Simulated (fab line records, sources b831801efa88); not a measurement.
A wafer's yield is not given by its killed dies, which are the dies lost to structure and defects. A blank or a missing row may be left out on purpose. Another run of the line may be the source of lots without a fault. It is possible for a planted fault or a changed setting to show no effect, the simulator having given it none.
fab line records || flow sky130
record: {"lots": 6, "wafers": 18, "last-day": 50}
route steps=708 shown RES_XHIGH@332 SD_N@342
lots that met no fault: from a run of the same line without faults
start-h: the number of hours between the record's first day and the start of the first shown wafer of the lot || wait-h: how many hours have passed since the lot's step before this one || " unchanged from the row above || L1.1+2: a row that stands for several wafers || - no value present, or no start provided || * or withheld: withheld || < > ~ a bound
route shown NAME@n: NAME is a module with steps in the file, n the number in the route of the first one || usual: mean and standard deviation over wafers with no fault || same: alike in all rows || chamber/n: place in a boat || sites: each site's reading || _std_site: their standard deviation || _edge_site: mean of outer sites minus mean of inner sites || radius-mm: for every site, how far away it sits from the centre of the wafer || mask NAME#n: copy n || behind: the most recent tool/chamber to have shaped the wafer || hold: cause of the lot's hold/its duration in hours/its outcome || device: the n, p or np transistor that did not switch || end of line: the tests these same wafers got at the end of their route || a step given without rows: its recipe and nothing more || killed: count of dies lost to structure and defects at first sort (not the wafer's yield) || map: a wafer's dies, x killed, . not, _ none there
set.NAME: the setting the step ran with; set.NAME@STEP: the setting that earlier step ran with || model.NAME: the simulator's own value behind a step, which no gauge read
certain route steps with their lots: each step a table, each wafer a row
services: when a tool's chamber went out of use (start-h, in hours from the record's first day, below 0 if earlier), for how many hours, and the reason
== steps ==
step: SKY_RES_XHIGH_DEHYDRATE_00
recipe: {"temp-c": 200, "time-s": 60}
step: SKY_RES_XHIGH_HMDS_01
recipe: {"prime-time-s": 60, "prime-temp-c": 120}
step: SKY_RES_XHIGH_COAT_02
recipe: {"resist": "NOVOLAK", "spin-rpm": 3000, "resist-thk-nm": 1140}
step: SKY_RES_XHIGH_SOFTBAKE_03
recipe: {"temp-c": 90, "time-s": 60, "resist": "NOVOLAK"}
step: SKY_RES_XHIGH_EXPOSE_04
recipe: {"mask-id": "URPM", "na": 0.6, "source-shape": "conventional", "sigma-outer": 0.6, "polarization": "unpolarized", "target-cd-nm": 1270, "dose-mj": 140}
step: SKY_RES_XHIGH_PEB_05
recipe: {"temp-c": "withheld", "time-s": "*", "resist": "NOVOLAK"}
step: SKY_RES_XHIGH_DEVELOP_06
recipe: {"resist": "NOVOLAK", "developer": "TMAH", "develop-time-s": 60, "dev-temp-c": 23}
step: SKY_RES_XHIGH_IMPLANT_07
recipe: {"species": "BF2", "energy-kev": 20, "dose-cm2": 3.6e+14, "tilt-deg": 0}
step: SKY_RES_XHIGH_STRIP_08
recipe: {"chemistry": "O2/N2", "power-w": 1400, "pressure-mtorr": 1500, "platen-temp-c": "withheld", "o2-flow-sccm": 3000, "n2-flow-sccm": 300, "overash-fraction": 0.5}
usual: {"chamber-pressure-mTorr": "1499.8/1.5", "drypump-motor-current-A": "5.9/0.56", "n2-flow-sccm": "300.1/1", "oes-product-au": "0.711/0.0051", "strip-time-to-endpoint-s": "14.28/0.046"}
{"lot.wafer": "L599.1", "tool": "plasma-asher-03", "chamber": 1, "start-h": 654.51, "wait-h": 0.1, "chamber-pressure-mTorr": 1496.7, "drypump-motor-current-A": 6.8, "n2-flow-sccm": 300.6, "oes-product-au": 0.703, "rf-hours-counter-h": 83, "strip-time-to-endpoint-s": 14.25}
{"lot.wafer": "L599.2", "tool": "plasma-asher-03", "chamber": 0, "start-h": 654.51, "wait-h": 0.1, "chamber-pressure-mTorr": 1500.7, "drypump-motor-current-A": 5.9, "n2-flow-sccm": 300.9, "oes-product-au": 0.711, "rf-hours-counter-h": 83, "strip-time-to-endpoint-s": 14.16}
{"lot.wafer": "L599.5", "tool": "plasma-asher-03", "chamber": 1, "start-h": 654.51, "wait-h": 0.1, "chamber-pressure-mTorr": 1500.6, "drypump-motor-current-A": 6.8, "n2-flow-sccm": 299.8, "oes-product-au": 0.704, "rf-hours-counter-h": "-", "strip-time-to-endpoint-s": 14.21}
{"lot.wafer": "L608.1", "tool": "plasma-asher-01", "chamber": 1, "start-h": 728.88, "wait-h": 0.1, "chamber-pressure-mTorr": 1499.4, "drypump-motor-current-A": 5.6, "n2-flow-sccm": 302.5, "oes-product-au": 0.718, "rf-hours-counter-h": 61, "strip-time-to-endpoint-s": 14.30}
{"lot.wafer": "L608.5", "tool": "plasma-asher-01", "chamber": 0, "start-h": 728.88, "wait-h": 0.1, "chamber-pressure-mTorr": 1499.9, "drypump-motor-current-A": 5.1, "n2-flow-sccm": 298.6, "oes-product-au": 0.702, "rf-hours-counter-h": "-", "strip-time-to-endpoint-s": 14.31}
{"lot.wafer": "L608.6", "tool": "plasma-asher-01", "chamber": 1, "start-h": 728.88, "wait-h": 0.1, "chamber-pressure-mTorr": 1498.0, "drypump-motor-current-A": 5.6, "n2-flow-sccm": 300.8, "oes-product-au": 0.709, "rf-hours-counter-h": "-", "strip-time-to-endpoint-s": 14.35}
{"lot.wafer": "L609.1", "tool": "plasma-asher-03", "chamber": 1, "start-h": 736.76, "wait-h": 0.1, "chamber-pressure-mTorr": 1497.8, "drypump-motor-current-A": 6.8, "n2-flow-sccm": 300.0, "oes-product-au": 0.706, "rf-hours-counter-h": 92, "strip-time-to-endpoint-s": 14.25}
{"lot.wafer": "L609.4", "tool": "plasma-asher-03", "chamber": 0, "start-h": 736.76, "wait-h": 0.1, "chamber-pressure-mTorr": 1500.6, "drypump-motor-current-A": 5.9, "n2-flow-sccm": 299.7, "oes-product-au": 0.701, "rf-hours-counter-h": "-", "strip-time-to-endpoint-s": 14.28}
{"lot.wafer": "L609.6", "tool": "plasma-asher-03", "chamber": 0, "start-h": 736.76, "wait-h": 0.1, "chamber-pressure-mTorr": 1499.8, "drypump-motor-current-A": 5.9, "n2-flow-sccm": 299.8, "oes-product-au": 0.715, "rf-hours-counter-h": "-", "strip-time-to-endpoint-s": 14.26}
{"lot.wafer": "L615.1", "tool": "plasma-asher-01", "chamber": 1, "start-h": 776.13, "wait-h": 0.1, "chamber-pressure-mTorr": 1498.9, "drypump-motor-current-A": 5.6, "n2-flow-sccm": 302.0, "oes-product-au": 0.715, "rf-hours-counter-h": 66, "strip-time-to-endpoint-s": 14.36}
{"lot.wafer": "L615.4", "tool": "plasma-asher-01", "chamber": 1, "start-h": 776.13, "wait-h": 0.1, "chamber-pressure-mTorr": 1500.9, "drypump-motor-current-A": 5.6, "n2-flow-sccm": 301.0, "oes-product-au": 0.711, "rf-hours-counter-h": "-", "strip-time-to-endpoint-s": 14.37}
{"lot.wafer": "L615.6", "tool": "plasma-asher-01", "chamber": 0, "start-h": 776.13, "wait-h": 0.1, "chamber-pressure-mTorr": 1500.1, "drypump-motor-current-A": 5.1, "n2-flow-sccm": 300.7, "oes-product-au": 0.711, "rf-hours-counter-h": "-", "strip-time-to-endpoint-s": 14.32}
{"lot.wafer": "L618.1", "tool": "plasma-asher-01", "chamber": 1, "start-h": 794.38, "wait-h": 0.1, "chamber-pressure-mTorr": 1501.4, "drypump-motor-current-A": 5.6, "n2-flow-sccm": 300.3, "oes-product-au": 0.699, "rf-hours-counter-h": 67, "strip-time-to-endpoint-s": 14.31}
{"lot.wafer": "L618.3", "tool": "plasma-asher-01", "chamber": 1, "start-h": 794.38, "wait-h": 0.1, "chamber-pressure-mTorr": 1498.3, "drypump-motor-current-A": 5.6, "n2-flow-sccm": 301.0, "oes-product-au": 0.710, "rf-hours-counter-h": "-", "strip-time-to-endpoint-s": 14.31}
{"lot.wafer": "L618.6", "tool": "plasma-asher-01", "chamber": 1, "start-h": 794.38, "wait-h": 0.1, "chamber-pressure-mTorr": 1501.7, "drypump-motor-current-A": 5.6, "n2-flow-sccm": 302.0, "oes-product-au": 0.713, "rf-hours-counter-h": "-", "strip-time-to-endpoint-s": 14.33}
{"lot.wafer": "L619.3", "tool": "plasma-asher-03", "chamber": 0, "start-h": 811.14, "wait-h": 0.1, "chamber-pressure-mTorr": 1498.7, "drypump-motor-current-A": 5.9, "n2-flow-sccm": 300.7, "oes-product-au": 0.706, "rf-hours-counter-h": "-", "strip-time-to-endpoint-s": 14.31}
{"lot.wafer": "L619.5", "tool": "plasma-asher-03", "chamber": 0, "start-h": 811.14, "wait-h": 0.1, "chamber-pressure-mTorr": 1499.0, "drypump-motor-current-A": 5.9, "n2-flow-sccm": 299.8, "oes-product-au": 0.705, "rf-hours-counter-h": "-", "strip-time-to-endpoint-s": 14.37}
{"lot.wafer": "L619.6", "tool": "plasma-asher-03", "chamber": 1, "start-h": 811.14, "wait-h": 0.1, "chamber-pressure-mTorr": 1502.1, "drypump-motor-current-A": 6.8, "n2-flow-sccm": 301.4, "oes-product-au": 0.714, "rf-hours-counter-h": "-", "strip-time-to-endpoint-s": 14.35}
step: SKY_RES_XHIGH_TW_MEAS_09
usual: {"RES_XHIGH_TW": "1634/18"}
{"lot.wafer": "L599.1", "tool": "film-metro-02", "chamber": "-", "start-h": 654.61, "wait-h": 0.1, "RES_XHIGH_TW": 1657}
{"lot.wafer": "L599.2", "tool": "film-metro-02", "chamber": "-", "start-h": 654.61, "wait-h": 0.1, "RES_XHIGH_TW": 1654}
{"lot.wafer": "L599.5", "tool": "film-metro-02", "chamber": "-", "start-h": 654.61, "wait-h": 0.1, "RES_XHIGH_TW": 1656}
{"lot.wafer": "L608.1", "tool": "film-metro-01", "chamber": "-", "start-h": 728.98, "wait-h": 0.1, "RES_XHIGH_TW": 1623}
{"lot.wafer": "L608.5", "tool": "film-metro-01", "chamber": "-", "start-h": 728.98, "wait-h": 0.1, "RES_XHIGH_TW": 1623}
{"lot.wafer": "L608.6", "tool": "film-metro-01", "chamber": "-", "start-h": 728.98, "wait-h": 0.1, "RES_XHIGH_TW": 1610}
{"lot.wafer": "L609.1", "tool": "film-metro-03", "chamber": "-", "start-h": 736.86, "wait-h": 0.1, "RES_XHIGH_TW": 1628}
{"lot.wafer": "L609.4", "tool": "film-metro-03", "chamber": "-", "start-h": 736.86, "wait-h": 0.1, "RES_XHIGH_TW": 1626}
{"lot.wafer": "L609.6", "tool": "film-metro-03", "chamber": "-", "start-h": 736.86, "wait-h": 0.1, "RES_XHIGH_TW": 1628}
{"lot.wafer": "L615.1", "tool": "film-metro-02", "chamber": "-", "start-h": 776.23, "wait-h": 0.1, "RES_XHIGH_TW": 1643}
{"lot.wafer": "L615.4", "tool": "film-metro-02", "chamber": "-", "start-h": 776.23, "wait-h": 0.1, "RES_XHIGH_TW": 1652}
{"lot.wafer": "L615.6", "tool": "film-metro-02", "chamber": "-", "start-h": 776.23, "wait-h": 0.1, "RES_XHIGH_TW": 1653}
{"lot.wafer": "L618.1", "tool": "film-metro-02", "chamber": "-", "start-h": 794.50, "wait-h": 0.1, "RES_XHIGH_TW": 1647}
{"lot.wafer": "L618.3", "tool": "film-metro-02", "chamber": "-", "start-h": 794.50, "wait-h": 0.1, "RES_XHIGH_TW": 1658}
{"lot.wafer": "L618.6", "tool": "film-metro-02", "chamber": "-", "start-h": 794.50, "wait-h": 0.1, "RES_XHIGH_TW": 1652}
{"lot.wafer": "L619.3", "tool": "film-metro-03", "chamber": "-", "start-h": 811.23, "wait-h": 0.1, "RES_XHIGH_TW": 1627}
{"lot.wafer": "L619.5", "tool": "film-metro-03", "chamber": "-", "start-h": 811.23, "wait-h": 0.1, "RES_XHIGH_TW": 1627}
{"lot.wafer": "L619.6", "tool": "film-metro-03", "chamber": "-", "start-h": 811.23, "wait-h": 0.1, "RES_XHIGH_TW": 1621}
step: SKY_SD_N_DEHYDRATE_00
recipe: {"temp-c": 200, "time-s": 60}
step: SKY_SD_N_HMDS_01
recipe: {"prime-time-s": 60, "prime-temp-c": 120}
step: SKY_SD_N_COAT_02
recipe: {"resist": "NOVOLAK", "spin-rpm": 3000, "resist-thk-nm": 1140}
usual: {"chill-plate-temp-C": "23.01/0.11", "dispense-pressure-kPa": "48/5.2"}
{"lot.wafer": "L599.1", "tool": "litho-track-03", "chamber": 0, "start-h": 668.23, "wait-h": 0.1, "chill-plate-temp-C": 22.91, "dispense-pressure-kPa": 46}
{"lot.wafer": "L599.2", "tool": "litho-track-03", "chamber": 0, "start-h": 668.23, "wait-h": 0.1, "chill-plate-temp-C": 22.90, "dispense-pressure-kPa": 46}
{"lot.wafer": "L599.5", "tool": "litho-track-03", "chamber": 0, "start-h": 668.23, "wait-h": 0.1, "chill-plate-temp-C": 23.05, "dispense-pressure-kPa": 46}
{"lot.wafer": "L608.1", "tool": "litho-track-04", "chamber": "-", "start-h": 741.68, "wait-h": 0.1, "chill-plate-temp-C": "-", "dispense-pressure-kPa": "-"}
{"lot.wafer": "L608.5", "tool": "litho-track-04", "chamber": "-", "start-h": 741.68, "wait-h": 0.1, "chill-plate-temp-C": "-", "dispense-pressure-kPa": "-"}
{"lot.wafer": "L608.6", "tool": "litho-track-04", "chamber": "-", "start-h": 741.68, "wait-h": 0.1, "chill-plate-temp-C": "-", "dispense-pressure-kPa": "-"}
{"lot.wafer": "L609.1", "tool": "litho-track-03", "chamber": "-", "start-h": 750.18, "wait-h": 0.1, "chill-plate-temp-C": "-", "dispense-pressure-kPa": "-"}
{"lot.wafer": "L609.4", "tool": "litho-track-03", "chamber": "-", "start-h": 750.18, "wait-h": 0.1, "chill-plate-temp-C": "-", "dispense-pressure-kPa": "-"}
{"lot.wafer": "L609.6", "tool": "litho-track-03", "chamber": "-", "start-h": 750.18, "wait-h": 0.1, "chill-plate-temp-C": "-", "dispense-pressure-kPa": "-"}
{"lot.wafer": "L615.1", "tool": "litho-track-04", "chamber": 0, "start-h": 789.53, "wait-h": 0.1, "chill-plate-temp-C": 22.94, "dispense-pressure-kPa": 57}
{"lot.wafer": "L615.4", "tool": "litho-track-04", "chamber": 0, "start-h": 789.53, "wait-h": 0.1, "chill-plate-temp-C": 22.98, "dispense-pressure-kPa": 57}
{"lot.wafer": "L615.6", "tool": "litho-track-04", "chamber": 0, "start-h": 789.53, "wait-h": 0.1, "chill-plate-temp-C": 23.00, "dispense-pressure-kPa": 57}
{"lot.wafer": "L618.1", "tool": "litho-track-03", "chamber": 0, "start-h": 808.13, "wait-h": 0.1, "chill-plate-temp-C": 22.96, "dispense-pressure-kPa": 46}
{"lot.wafer": "L618.3", "tool": "litho-track-03", "chamber": 0, "start-h": 808.13, "wait-h": 0.1, "chill-plate-temp-C": 23.04, "dispense-pressure-kPa": 46}
{"lot.wafer": "L618.6", "tool": "litho-track-03", "chamber": 0, "start-h": 808.13, "wait-h": 0.1, "chill-plate-temp-C": 22.89, "dispense-pressure-kPa": 46}
{"lot.wafer": "L619.3", "tool": "litho-track-02", "chamber": 0, "start-h": 824.57, "wait-h": 0.1, "chill-plate-temp-C": 23.02, "dispense-pressure-kPa": 42}
{"lot.wafer": "L619.5", "tool": "litho-track-02", "chamber": 0, "start-h": 824.57, "wait-h": 0.1, "chill-plate-temp-C": 22.89, "dispense-pressure-kPa": 42}
{"lot.wafer": "L619.6", "tool": "litho-track-02", "chamber": 0, "start-h": 824.57, "wait-h": 0.1, "chill-plate-temp-C": 22.89, "dispense-pressure-kPa": 42}
step: SKY_SD_N_SOFTBAKE_03
recipe: {"temp-c": 90, "time-s": 60, "resist": "NOVOLAK"}
step: SKY_SD_N_EXPOSE_04
recipe: {"mask-id": "NSDM", "na": 0.6, "source-shape": "conventional", "sigma-outer": 0.6, "polarization": "unpolarized", "target-cd-nm": 380, "dose-mj": 141}
step: SKY_SD_N_PEB_05
recipe: {"temp-c": "withheld", "time-s": "*", "resist": "NOVOLAK"}
step: SKY_SD_N_DEVELOP_06
recipe: {"resist": "NOVOLAK", "developer": "TMAH", "develop-time-s": 60, "dev-temp-c": 23}
step: SKY_SD_N_CD_MEAS_07
recipe: {"target-cd-nm": 380}
usual: {"cd-nm": "380.4/2.9"}
{"lot.wafer": "L599.1", "tool": "cd-sem-01", "chamber": "-", "start-h": 683.02, "wait-h": 0.1, "cd-nm": 375.8}
{"lot.wafer": "L599.2", "tool": "cd-sem-01", "chamber": "-", "start-h": 683.02, "wait-h": 0.1, "cd-nm": 377.7}
{"lot.wafer": "L599.5", "tool": "cd-sem-01", "chamber": "-", "start-h": 683.02, "wait-h": 0.1, "cd-nm": 378.2}
{"lot.wafer": "L608.1", "tool": "cd-sem-02", "chamber": "-", "start-h": 756.43, "wait-h": 0.1, "cd-nm": "-"}
{"lot.wafer": "L608.5", "tool": "cd-sem-02", "chamber": "-", "start-h": 756.43, "wait-h": 0.1, "cd-nm": "-"}
{"lot.wafer": "L608.6", "tool": "cd-sem-02", "chamber": "-", "start-h": 756.43, "wait-h": 0.1, "cd-nm": "-"}
{"lot.wafer": "L609.1", "tool": "cd-sem-02", "chamber": "-", "start-h": 764.18, "wait-h": 0.1, "cd-nm": "-"}
{"lot.wafer": "L609.4", "tool": "cd-sem-02", "chamber": "-", "start-h": 764.18, "wait-h": 0.1, "cd-nm": "-"}
{"lot.wafer": "L609.6", "tool": "cd-sem-02", "chamber": "-", "start-h": 764.18, "wait-h": 0.1, "cd-nm": "-"}
{"lot.wafer": "L615.1", "tool": "cd-sem-01", "chamber": "-", "start-h": 802.97, "wait-h": 0.1, "cd-nm": 379.8}
{"lot.wafer": "L615.4", "tool": "cd-sem-01", "chamber": "-", "start-h": 802.97, "wait-h": 0.1, "cd-nm": 381.4}
{"lot.wafer": "L615.6", "tool": "cd-sem-01", "chamber": "-", "start-h": 802.97, "wait-h": 0.1, "cd-nm": 382.0}
{"lot.wafer": "L618.1", "tool": "cd-sem-01", "chamber": "-", "start-h": 821.97, "wait-h": 0.1, "cd-nm": 377.4}
{"lot.wafer": "L618.3", "tool": "cd-sem-01", "chamber": "-", "start-h": 821.97, "wait-h": 0.1, "cd-nm": 380.3}
{"lot.wafer": "L618.6", "tool": "cd-sem-01", "chamber": "-", "start-h": 821.97, "wait-h": 0.1, "cd-nm": 378.1}
{"lot.wafer": "L619.3", "tool": "cd-sem-01", "chamber": "-", "start-h": 838.26, "wait-h": 0.1, "cd-nm": 383.6}
{"lot.wafer": "L619.5", "tool": "cd-sem-01", "chamber": "-", "start-h": 838.26, "wait-h": 0.1, "cd-nm": 383.1}
{"lot.wafer": "L619.6", "tool": "cd-sem-01", "chamber": "-", "start-h": 838.26, "wait-h": 0.1, "cd-nm": 382.8}
step: SKY_SD_N_OVL_MEAS_08
usual: {"SD_N_OVL": "-0.5/1.8"}
{"lot.wafer": "L599.1", "tool": "overlay-02", "chamber": "-", "start-h": 683.14, "wait-h": 0.1, "SD_N_OVL[nm]": -1.5}
{"lot.wafer": "L599.2", "tool": "overlay-02", "chamber": "-", "start-h": 683.14, "wait-h": 0.1, "SD_N_OVL[nm]": -2.0}
{"lot.wafer": "L599.5", "tool": "overlay-02", "chamber": "-", "start-h": 683.14, "wait-h": 0.1, "SD_N_OVL[nm]": -0.5}
{"lot.wafer": "L608.1", "tool": "overlay-01", "chamber": "-", "start-h": 756.55, "wait-h": 0.1, "SD_N_OVL[nm]": "-"}
{"lot.wafer": "L608.5", "tool": "overlay-01", "chamber": "-", "start-h": 756.55, "wait-h": 0.1, "SD_N_OVL[nm]": "-"}
{"lot.wafer": "L608.6", "tool": "overlay-01", "chamber": "-", "start-h": 756.55, "wait-h": 0.1, "SD_N_OVL[nm]": "-"}
{"lot.wafer": "L609.1", "tool": "overlay-02", "chamber": "-", "start-h": 764.30, "wait-h": 0.1, "SD_N_OVL[nm]": "-"}
{"lot.wafer": "L609.4", "tool": "overlay-02", "chamber": "-", "start-h": 764.30, "wait-h": 0.1, "SD_N_OVL[nm]": "-"}
{"lot.wafer": "L609.6", "tool": "overlay-02", "chamber": "-", "start-h": 764.30, "wait-h": 0.1, "SD_N_OVL[nm]": "-"}
{"lot.wafer": "L615.1", "tool": "overlay-02", "chamber": "-", "start-h": 803.09, "wait-h": 0.1, "SD_N_OVL[nm]": -0.8}
{"lot.wafer": "L615.4", "tool": "overlay-02", "chamber": "-", "start-h": 803.09, "wait-h": 0.1, "SD_N_OVL[nm]": -0.9}
{"lot.wafer": "L615.6", "tool": "overlay-02", "chamber": "-", "start-h": 803.09, "wait-h": 0.1, "SD_N_OVL[nm]": -0.6}
{"lot.wafer": "L618.1", "tool": "overlay-02", "chamber": "-", "start-h": 822.09, "wait-h": 0.1, "SD_N_OVL[nm]": 0.3}
{"lot.wafer": "L618.3", "tool": "overlay-02", "chamber": "-", "start-h": 822.09, "wait-h": 0.1, "SD_N_OVL[nm]": 0.0}
{"lot.wafer": "L618.6", "tool": "overlay-02", "chamber": "-", "start-h": 822.09, "wait-h": 0.1, "SD_N_OVL[nm]": 1.2}
{"lot.wafer": "L619.3", "tool": "overlay-02", "chamber": "-", "start-h": 838.36, "wait-h": 0.1, "SD_N_OVL[nm]": -1.3}
{"lot.wafer": "L619.5", "tool": "overlay-02", "chamber": "-", "start-h": 838.36, "wait-h": 0.1, "SD_N_OVL[nm]": -1.9}
{"lot.wafer": "L619.6", "tool": "overlay-02", "chamber": "-", "start-h": 838.36, "wait-h": 0.1, "SD_N_OVL[nm]": -0.7}
== services ==
{"tool": "plasma-asher-03", "chamber": "-", "start-h": 632.61, "hours": 3.4, "kind": "repair"}
{"tool": "plasma-asher-01", "chamber": "-", "start-h": 657.93, "hours": 1.7, "kind": "repair"}
{"tool": "plasma-asher-01", "chamber": "-", "start-h": 731.69, "hours": 2.8, "kind": "pm"}
{"tool": "plasma-asher-03", "chamber": "-", "start-h": 770.12, "hours": 1.5, "kind": "repair"}
{"tool": "plasma-asher-01", "chamber": "-", "start-h": 783.43, "hours": 7.0, "kind": "repair"}
{"tool": "plasma-asher-01", "chamber": "-", "start-h": 788.89, "hours": 2.9, "kind": "repair"}
== key ==
first-sign: {"step": "SKY_SD_N_COAT_02", "reading": "tool-record", "direction": "missing"}
effect: {"step": "SKY_SD_N_CD_MEAS_07", "reading": "cd-nm", "direction": "missing"}
effect: {"step": "SKY_SD_N_OVL_MEAS_08", "reading": "SD_N_OVL", "direction": "missing"}
met-at SKY_SD_N_COAT_02
struck-wafers L608.1,L608.5,L608.6,L609.1,L609.4,L609.6
sort-left-out L608.1,L608.5,L608.6,L609.1,L609.4,L609.6
tester-left-out L608,L609
onset-between 668.23 741.68
fault: {"kind": "skipped-step-whole", "tool": "litho-track-03,litho-track-04", "chamber": "-", "onset-h": 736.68, "steps": "SKY_SD_N_COAT_02", "scope": "struck-lots-only"}
tester-left-out: of these lots the tester's yield and bins aren't shown, on N5 and GAA mostly nor the transistor test; their killed dies are dies lost to structure and defects alone, not to doping, threshold or leakage, so they don't give the yield
sort-left-out: the simulated sort isn't trusted on such a fault, so these wafers' sort isn't shown, and their yield isn't known
